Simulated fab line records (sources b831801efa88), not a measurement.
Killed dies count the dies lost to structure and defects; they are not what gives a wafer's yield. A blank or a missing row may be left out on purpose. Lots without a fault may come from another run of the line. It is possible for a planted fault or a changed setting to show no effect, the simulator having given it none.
The same fault as seen by 2 desks / flow gf180mcu / numbers are kept per desk, each desk with only its own; the story behind them comes last

== METROLOGY DESK ==
What the gauges read, lot by lot, whatever tool the lot ran on: means of the sampled wafers that have a number. The brackets show how far a lot's mean lies from the usual mean; more than 4 standard deviations puts the lot out of limits, marked OUT.
Columns: A = cd nm at GF_STI_CD_MEAS_12, usual 220.1 nm; B = MVSD_TW at GF_MVSD_TW_MEAS_11, usual 1579; C = VT_IMPLANT_02_OVL at GF_VT_IMPLANT_OVL_MEAS_29, usual -0.2 nm; D = MVSD_RS at GF_VT_IMPLANT_RS_MEAS_46, usual 454.6 ohm/sq
lot=L913; first seen here=day 2 00:49; A=219.0; B=1573; C=-0.5; D=454.9
lot=L917; first seen here=day 2 21:11; A=219.0; B=1569; C=-1.8; D=453.1
lot=L918; first seen here=day 3 02:34; A=219.5; B=1585; C=-0.6; D=454.2
lot=L920; first seen here=day 3 17:11; A=221.1; B=1570; C=1.6; D=453.7
lot=L921; first seen here=day 3 18:48; A=221.9; B=1575; C=-0.5; D=456.0
lot=L922; first seen here=day 3 23:23; A=221.9; B=1587; C=-0.0; D=454.2
lot=L923; first seen here=day 4 04:35; A=220.9; B=1577; C=0.7; D=455.5
lot=L924; first seen here=day 4 11:11; A=221.7; B=1588; C=-1.2; D=455.1
lot=L926; first seen here=day 4 20:59; A=218.6; B=1594; C=-0.5; D=453.6
lot=L931; first seen here=day 5 23:58; A=220.8; B=1674 (+7.9) OUT; C=-0.2; D=414.3 (-40) OUT
lot=L932; first seen here=day 6 08:17; A=218.3; B=1674 (+7.9) OUT; C=1.6; D=412.2 (-42) OUT
lot=L936; first seen here=day 6 22:49; A=219.7; B=1594; C=0.0; D=453.2
This desk finds L931, L932 out of limits, with the earliest case on L931 at day 8 20:01 (MVSD_TW at GF_MVSD_TW_MEAS_11). Within limits: L913, L917, L918, L920, L921, L922, L923, L924, L926, L936.

== AT THE TOOL OWNER'S DESK: implanter-04 ==
For each lot that ran on this tool, the mean over its sampled wafers that have a number, from the tool's own readings at GF_MVSD_IMPLANT_08. The brackets show how far a lot's mean lies from the usual mean; more than 4 standard deviations puts the lot out of limits, marked OUT.
Columns: A = dose ions cm2 at GF_MVSD_IMPLANT_08, usual 1.6e+13; B = faraday current uA at GF_MVSD_IMPLANT_08, usual 90.1; C = tilt deg at GF_MVSD_IMPLANT_08, usual 0.001 degrees
lot=L913; first seen here=day 4 09:26; A=1.6e+13; B=90.4; C=0.030
lot=L917; first seen here=day 5 08:22; A=1.6e+13; B=90.2; C=0.016
lot=L920; first seen here=day 6 07:47; A=1.6e+13; B=91.0; C=0.029
lot=L924; first seen here=day 7 17:43; A=1.6e+13; B=89.6; C=-0.019
lot=L931; first seen here=day 8 19:37; A=1.9e+13 (+99 or more) OUT; B=108.1 (+11) OUT; C=-0.009
lot=L932; first seen here=day 9 08:07; A=1.9e+13 (+99 or more) OUT; B=109.2 (+11) OUT; C=-0.009
This desk's verdict: out of limits on L931, L932, starting with L931 at day 8 19:37 (dose ions cm2 at GF_MVSD_IMPLANT_08). Within limits: L913, L917, L920, L924.

== TAKEN TOGETHER ==
The tool owner's desk could have raised an alarm at day 8 19:37, on L931, L932.
On L931, L932, the metrology desk was in a position to raise an alarm at day 8 20:01.
The lots listed all ran GF_MVSD_IMPLANT_08 on implanter-04.

== WHAT THE SIMULATOR HAD INSERTED ==
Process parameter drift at GF_MVSD_IMPLANT_08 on implanter-04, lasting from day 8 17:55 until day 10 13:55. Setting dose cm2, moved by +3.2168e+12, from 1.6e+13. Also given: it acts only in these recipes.
Lots struck among those shown: L931, L932.
Counting hours from when the fault started, the first reading out of limits came at 2 for the tool owner's desk and at 2 for the metrology desk.
